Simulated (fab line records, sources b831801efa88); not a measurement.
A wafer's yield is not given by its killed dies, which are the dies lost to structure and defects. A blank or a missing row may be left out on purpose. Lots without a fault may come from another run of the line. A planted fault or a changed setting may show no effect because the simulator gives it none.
Matching of chambers + flow sfqLine + 4 sister chambers for SFQ_TRILAYER_I7_VIA_ETCH_VIA_ETCH_190 on rieDiel-01
The step etches SiO2 in CHF3, stops on Nb, target depth 260 nm. 14 wafers are shown with their chamber, then 6 later ones without.

WAFERS PAIRED WITH THEIR CHAMBERS
| wafer  | chamber | drypumpMotorCurrentA (A) | oesProductAu (a.u.) |
|--------|---------|--------------------------|---------------------|
| L878.2 | 3       | 5.9                      | 0.863               |
| L878.3 | 0       | 5.4                      | 0.858               |
| L878.5 | 3       | 5.8                      | 0.859               |
| L879.1 | 3       | 5.9                      | 0.852               |
| L879.3 | 1       | 5.8                      | 0.857               |
| L879.4 | 2       | 6.2                      | 0.851               |
| L881.1 | 3       | 5.9                      | 0.853               |
| L881.2 | 1       | 5.8                      | 0.859               |
| L881.4 | 0       | 5.4                      | 0.862               |
| L886.2 | 3       | 5.9                      | 0.863               |
| L886.6 | 1       | 5.8                      | 0.858               |
| L895.2 | 3       | 5.9                      | 0.861               |
| L895.4 | 1       | 5.8                      | 0.855               |
| L895.5 | 3       | 5.9                      | 0.859               |

SIGNATURES, as means of the wafers listed above
| reading              | chamber 0 | chamber 1 | chamber 2 | chamber 3 | scatter within a chamber |
|----------------------|-----------|-----------|-----------|-----------|--------------------------|
| drypumpMotorCurrentA | 5.400     | 5.800     | 6.200     | 5.886     | 0.0293                   |
| oesProductAu         | 0.86000   | 0.85725   | 0.85100   | 0.85857   | 0.00369                  |
Rule: for a wafer and a chamber, the distance is found by dividing, reading by reading, the gap between the wafer's reading and the chamber's mean by the reading's scatter, squaring, summing and taking the root. The wafer belongs to the nearest chamber; if the next one is less than 2 further off, it can't be placed. The scatter: the root of (the sum of the squares of (reading less its chamber's mean) over the shown wafers, divided by (wafers less chambers)).

WAFERS WITHOUT THEIR CHAMBER
| wafer  | drypumpMotorCurrentA (A) | oesProductAu (a.u.) |
|--------|--------------------------|---------------------|
| L897.1 | 5.9                      | 0.854               |
| L897.5 | 6.3                      | 0.857               |
| L897.6 | 5.8                      | 0.858               |
| L900.1 | 5.9                      | 0.852               |
| L900.3 | 5.8                      | 0.856               |
| L900.5 | 6.2                      | 0.857               |

THE CHAMBER EACH PASSED THROUGH
| wafer  | from the rows above     | in truth                   |
|--------|-------------------------|----------------------------|
| L897.1 | 3                       | 3                          |
| L897.5 | 2                       | 2                          |
| L897.6 | 1                       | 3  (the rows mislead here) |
| L900.1 | can't be placed: 3 or 1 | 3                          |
| L900.3 | 1                       | 1                          |
| L900.5 | 2                       | 2                          |
Placed correctly: 4 of 6. Unplaceable from these rows: 1, with the true chamber sitting among the candidates in 1. Wrongly placed: 1.
